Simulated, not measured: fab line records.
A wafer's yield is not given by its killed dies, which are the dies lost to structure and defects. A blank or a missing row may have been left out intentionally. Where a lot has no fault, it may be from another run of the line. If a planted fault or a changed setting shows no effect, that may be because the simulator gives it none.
Which tool was responsible?	flow gf180mcu	18 wafers from 6 lots sampled at 3 of the route's 602 steps

## WHAT EACH GAUGE READ, for each wafer
GF_V4_RS_MEAS_24: uses a four-point probe to measure.
lot	measured	on	V4_W_RS (ohm/sq)
L286	day 24 05:49	film metro-04	0.326 0.325 0.326
L292	day 26 11:32	film metro-03	0.332 0.327 0.324
L296	day 28 13:17	film metro-01	0.355 0.359 0.331
L300	day 29 22:43	film metro-01	0.328 0.331 0.326
L307	day 31 01:55	film metro-04	0.331 0.326 0.330
L308	day 31 15:37	film metro-03	0.327 0.332 0.327

## WHICH TOOL RAN EACH LOT (tool, then ch and the chambers of the sampled wafers, then the start)
lot	GF_V4_SPUTTER_21	GF_V4_CVD_23
L286	pvd sputter-02, day 24 05:35	cvd w-02 ch 0,1, day 24 05:41
L292	pvd sputter-02, day 26 11:19	cvd w-02 ch 0,1, day 26 11:25
L296	pvd sputter-02, day 28 13:01	cvd w-02 ch 0,1, day 28 13:08
L300	pvd sputter-01, day 29 22:28	cvd w-01 ch 0,1, day 29 22:34
L307	pvd sputter-01, day 31 01:41	cvd w-01 ch 0,1, day 31 01:47
L308	pvd sputter-04, day 31 15:23	cvd w-01 ch 0,1, day 31 15:30
- GF_V4_SPUTTER_21: material Ti, target thk 15 nm, time 80.02 s.
- GF_V4_CVD_23: deposits W, target thk 350 nm, time 104.9 s.

## THE ANSWER, worked out from the rows above alone
Rule: usual is defined by the lots themselves. The widest of any qualifying gaps counts: lots, ordered by their means at a reading, are off when they make up no more than a third of the lots, leave a main group of 4 or more, and stand apart from it by 3 or more times the standard deviation of that group's means. If all means in a main group match to the digits the tables above print for the reading, that group is not used. Also off: a lot with no number at a reading for which 4 or more lots have one. Any other lot the step has rows for is counted as sound.
Off: at GF_V4_RS_MEAS_24 (V4_W_RS), L296. For the main group the mean is 0.328 ohm/sq and the standard deviation 0.0012.
If a tool, at a process step before that reading, ran all the lots that are off and no sound lot after the first of them, it fits. The gauges at GF_V4_RS_MEAS_24 are tried like those tools. This does not decide it: 2 tools fit, namely pvd sputter-02 at GF_V4_SPUTTER_21 and cvd w-02 at GF_V4_CVD_23.

## WHAT HAD BEEN PUT IN BY THE SIMULATOR
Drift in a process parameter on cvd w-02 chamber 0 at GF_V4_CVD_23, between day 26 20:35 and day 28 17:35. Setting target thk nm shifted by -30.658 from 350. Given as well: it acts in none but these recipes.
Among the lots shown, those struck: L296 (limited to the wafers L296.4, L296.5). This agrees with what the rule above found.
